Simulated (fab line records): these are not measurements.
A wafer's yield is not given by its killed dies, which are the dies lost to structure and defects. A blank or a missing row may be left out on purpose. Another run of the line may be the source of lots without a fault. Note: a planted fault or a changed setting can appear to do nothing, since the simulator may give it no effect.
Shared-tool check | flow sky130 | Sampled: 11 lots, 33 wafers

## WHAT PROMPTED THE OPENING
2 of 11 lots carry a flag on the reading SD_N_TW at SKY_SD_N_TW_MEAS_12. No-fault wafers: 3980, standard deviation 24.
Rule: flag the lot when none of its wafers has a number, or when each of its wafers that has one lies beyond 4 standard deviations from that mean. The other lots count as sound.

lot  | measured     | on            | SD_N_TW, wafer by wafer | flag
L589 | day 28 17:19 | film metro-02 | 3980 3995 4008          |
L590 | day 28 20:32 | film metro-04 | 3950 3981 3974          |
L591 | day 29 01:41 | film metro-01 | 4004 3998 3996          |
L594 | day 30 16:51 | film metro-02 | 3949 3972 3959          |
L596 | day 31 11:16 | film metro-01 | 3978 3968 3955          |
L597 | day 31 15:20 | film metro-01 | 3996 3990 3974          |
L598 | day 32 07:14 | film metro-04 | 3999 4011 4016          |
L599 | day 32 08:53 | film metro-02 | 3961 3947 3957          |
L605 | day 33 18:22 | film metro-02 | 3652 3644 3652          | FLAGGED
L607 | day 34 03:42 | film metro-02 | 3622 3645 3619          | FLAGGED
L609 | day 34 15:29 | film metro-02 | 3960 3931 3966          |
Average over the flagged lots: 3639; offset from the usual -341, equal to -14 standard deviations.

## EACH LOT AND THE TOOL IT RAN ON
The record holds 3 process steps before the reading, out of a route of 708 steps. Read each cell as the tool, then ch plus the chambers that the sampled wafers visited, then the start.
lot  | flag    | SKY_POLY_CUT_ETCH_11               | SKY_SD_N_IMPLANT_09             | SKY_SD_N_STRIP_11
L589 |         | rie diel-03 ch 0,2,3, day 25 01:52 | implanter-03 ch 0, day 28 16:55 | plasma asher-03 ch 0,1, day 28 17:13
L590 |         | rie diel-03 ch 0,2,3, day 25 05:27 | implanter-03 ch 0, day 28 20:08 | plasma asher-03 ch 0,1, day 28 20:26
L591 |         | rie diel-03 ch 1,2, day 25 10:06   | implanter-03 ch 0, day 29 01:19 | plasma asher-01 ch 0,1, day 29 01:35
L594 |         | rie diel-04 ch 1,3, day 27 04:56   | implanter-02 ch 0, day 30 16:28 | plasma asher-02 ch 0,1, day 30 16:44
L596 |         | rie diel-04 ch 0,2,3, day 27 23:10 | implanter-03 ch 0, day 31 10:52 | plasma asher-01 ch 0,1, day 31 11:10
L597 |         | rie diel-02 ch 0,3, day 28 04:28   | implanter-01 ch 0, day 31 14:58 | plasma asher-03 ch 0,1, day 31 15:14
L598 |         | rie diel-03 ch 1,2, day 28 20:04   | implanter-01 ch 0, day 32 06:52 | plasma asher-03 ch 0,1, day 32 07:09
L599 |         | rie diel-04 ch 0,2,3, day 28 21:55 | implanter-02 ch 0, day 32 08:29 | plasma asher-03 ch 0,1, day 32 08:47
L605 | FLAGGED | rie diel-04 ch 1,2,3, day 30 08:34 | implanter-02 ch 0, day 33 17:58 | plasma asher-02 ch 0,1, day 33 18:16
L607 | FLAGGED | rie diel-03 ch 0,3, day 30 19:23   | implanter-02 ch 0, day 34 03:19 | plasma asher-03 ch 0, day 34 03:35
L609 |         | rie diel-03 ch 1,3, day 31 08:19   | implanter-01 ch 0, day 34 15:05 | plasma asher-01 ch 0,1, day 34 15:22
What is done by these steps:
- SKY_POLY_CUT_ETCH_11: etches Si3N4 in CF4/CH2F2/Ar, stops on poly-Si, time 42.5 s, target depth 60 nm.
- SKY_SD_N_IMPLANT_09
- SKY_SD_N_STRIP_11: strips in O2/N2.
- SKY_SD_N_TW_MEAS_12

## FLAGGED AGAINST TOTAL, ONE TOOL AT A TIME (gauges that did the reading follow at the end)
step                 | tool            | lots run | flagged | share of the flagged lots | sound lots run after its first flagged lot
SKY_POLY_CUT_ETCH_11 | rie diel-02     | 1        | 0       | none                      | -
SKY_POLY_CUT_ETCH_11 | rie diel-03     | 6        | 1       | some                      | 1 (L609)
SKY_POLY_CUT_ETCH_11 | rie diel-04     | 4        | 1       | some                      | 0
SKY_SD_N_IMPLANT_09  | implanter-01    | 3        | 0       | none                      | -
SKY_SD_N_IMPLANT_09  | implanter-02    | 4        | 2       | all                       | 0
SKY_SD_N_IMPLANT_09  | implanter-03    | 4        | 0       | none                      | -
SKY_SD_N_STRIP_11    | plasma asher-01 | 3        | 0       | none                      | -
SKY_SD_N_STRIP_11    | plasma asher-02 | 2        | 1       | some                      | 0
SKY_SD_N_STRIP_11    | plasma asher-03 | 6        | 1       | some                      | 0
SKY_SD_N_TW_MEAS_12  | film metro-01   | 3        | 0       | none                      | -
SKY_SD_N_TW_MEAS_12  | film metro-02   | 6        | 2       | all                       | 1 (L609)
SKY_SD_N_TW_MEAS_12  | film metro-04   | 2        | 0       | none                      | -

## WHAT THE TABLE PERMITS
2 rows of the table ran every flagged lot: implanter-02 at SKY_SD_N_IMPLANT_09, film metro-02 at SKY_SD_N_TW_MEAS_12.
- implanter-02 at SKY_SD_N_IMPLANT_09 ran 4 lots, 2 of them flagged. A fault beginning between L599 (day 32 08:29), its last sound lot, and L605 (day 33 17:58), its first flagged one, fits the data. Its own readings (beam energy keV) fall more than 4 standard deviations out on all wafers of the flagged lots.
- film metro-02 at SKY_SD_N_TW_MEAS_12 ran 6 lots, 2 of them flagged. Sound lots ran on it after the first flagged one (L609), which a lasting fault on the whole tool wouldn't allow.
What remains is a single tool, implanter-02 at SKY_SD_N_IMPLANT_09.

## WHAT WAS PUT IN BY THE SIMULATOR
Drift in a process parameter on implanter-02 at SKY_SD_N_IMPLANT_09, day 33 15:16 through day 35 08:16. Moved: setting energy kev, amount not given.
Shown lots that were struck: L605, L607. The rule above found the same.
